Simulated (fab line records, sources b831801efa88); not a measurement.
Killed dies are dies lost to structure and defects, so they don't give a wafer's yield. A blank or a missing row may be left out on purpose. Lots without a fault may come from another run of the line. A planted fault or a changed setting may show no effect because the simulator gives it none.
A struck lot beside a sound one | flow sky130 | 15 steps out of a route of 708
Sound: wafers L190.1, L190.2, L190.6. Struck: wafers L187.1, L187.2, L187.3. The cause comes at the end.
At each step with rows: each side's tool, then ch and its chambers, then its first start. Under that, the readings that differ: sound wafers | struck wafers | difference of the means | sigmas: that difference in standard deviations of wafers without a fault.
alike: readings whose means differ by less than 2 such deviations, and words and numbers that are the same on both sides. not compared: withheld readings, readings that some wafer has no value for, bounds like >300 that may hide the same value, and numbers for which the record gives no deviation and whose values overlap.
The two part at a step that has a row with sigmas, a row that says differs or no value, or rows on one side only. Numbers that don't overlap but have no deviation are shown without sigmas and don't part them. A reading that every wafer of one side lacks parts them only if that side has two wafers or more.

SKY_SPACER_THK_MEAS_01:
  sound on film_metro-03, day 26 06:22; struck on film_metro-03, day 24 15:31
  alike: SPACER_CVD_00_THK
SKY_SPACER_ETCHBACK_02: etches Si3N4 in CH3F/O2, stops on SiO2, time 46.7 s, target depth 45 nm.
  sound on rie_diel-02 ch 1,2,3, day 26 06:25; struck on rie_diel-04 ch 0,1,2, day 24 15:35
  alike: O2_flow_sccm, drypump_motor_current_A, oes_product_au, throttle_valve_pct
  not compared: rf_hours_counter_h
then, 8 steps without rows for these wafers: SKY_POLY_CUT_DEHYDRATE_00 (time 60 s); SKY_POLY_CUT_HMDS_01 (prime time 60 s); SKY_POLY_CUT_COAT_02 (resist thk 60 nm); SKY_POLY_CUT_COAT_03 (resist thk 450 nm); SKY_POLY_CUT_SOFTBAKE_04 (time 90 s); SKY_POLY_CUT_EXPOSE_05 (exposes mask NPCM, target cd 270 nm); SKY_POLY_CUT_PEB_06; SKY_POLY_CUT_DEVELOP_07 (develop time 60 s).
SKY_POLY_CUT_CD_MEAS_08: target cd 270 nm.
  sound on cd_sem-01, day 27 10:51; struck on cd_sem-01, day 25 21:53
  alike: cd_nm
SKY_POLY_CUT_OVL_MEAS_09:
  sound on overlay-02, day 27 10:58; struck on overlay-02, day 25 22:00
  alike: POLY_CUT_OVL
SKY_POLY_CUT_ETCH_10: etches BARC in N2/H2, stops on SiO2, time 45.9 s, target depth 60 nm.
  sound on rie_diel-01 ch 1,2, day 27 11:01; struck on rie_diel-04 ch 0,2,3, day 25 22:02
  no value came back on the struck wafers for any of 5 readings (bias_w (W), chamber_pressure_mTorr (mTorr) and others); on the sound wafers bias_w (W) reads 99.86 100.13 99.68
  reading                                         | sound             | struck          | difference | sigmas
  model.KrF-thick_of_POLY_CUT_COAT_03.thk_nm (nm) | 411.2 410.1 410.6 | 435.2 436.4 437 | +25.6      |
  not compared: rf_hours_counter_h
SKY_POLY_CUT_ETCH_11: etches Si3N4 in CF4/CH2F2/Ar, stops on poly-Si, time 42.5 s, target depth 60 nm.
  sound on rie_diel-01 ch 1,2, day 27 11:03; struck on rie_diel-04 ch 0,2,3, day 25 22:05
  reading                | sound                | struck               | difference | sigmas
  oes_product_au (a.u.)  | 0.834 0.823 0.839    | 0.372 0.370 0.368    | -0.462     | -76
  throttle_valve_pct (%) | 14.995 14.992 15.010 | 14.955 14.947 14.961 | -0.045     | -6
  alike: bias_w, cf4_flow_sccm, drypump_motor_current_A, mfc_ar_sccm
  not compared: rf_hours_counter_h
SKY_POLY_CUT_STRIP_12: strips in O2/N2.
  sound on plasma_asher-03 ch 0,1, day 27 11:05; struck on plasma_asher-04 ch 0,1, day 25 22:07
  reading                      | sound             | struck            | difference | sigmas
  oes_product_au (a.u.)        | 0.455 0.451 0.453 | 0.469 0.468 0.475 | +0.018     | +4
  strip_time_to_endpoint_s (s) | 5.395 5.381 5.380 | 5.625 5.608 5.639 | +0.239     | +13
  alike: drypump_motor_current_A
  not compared: rf_hours_counter_h

WHERE THEY PART
First at SKY_POLY_CUT_ETCH_10; last, within this record, at SKY_POLY_CUT_STRIP_12.

WHY: what the simulator had put in
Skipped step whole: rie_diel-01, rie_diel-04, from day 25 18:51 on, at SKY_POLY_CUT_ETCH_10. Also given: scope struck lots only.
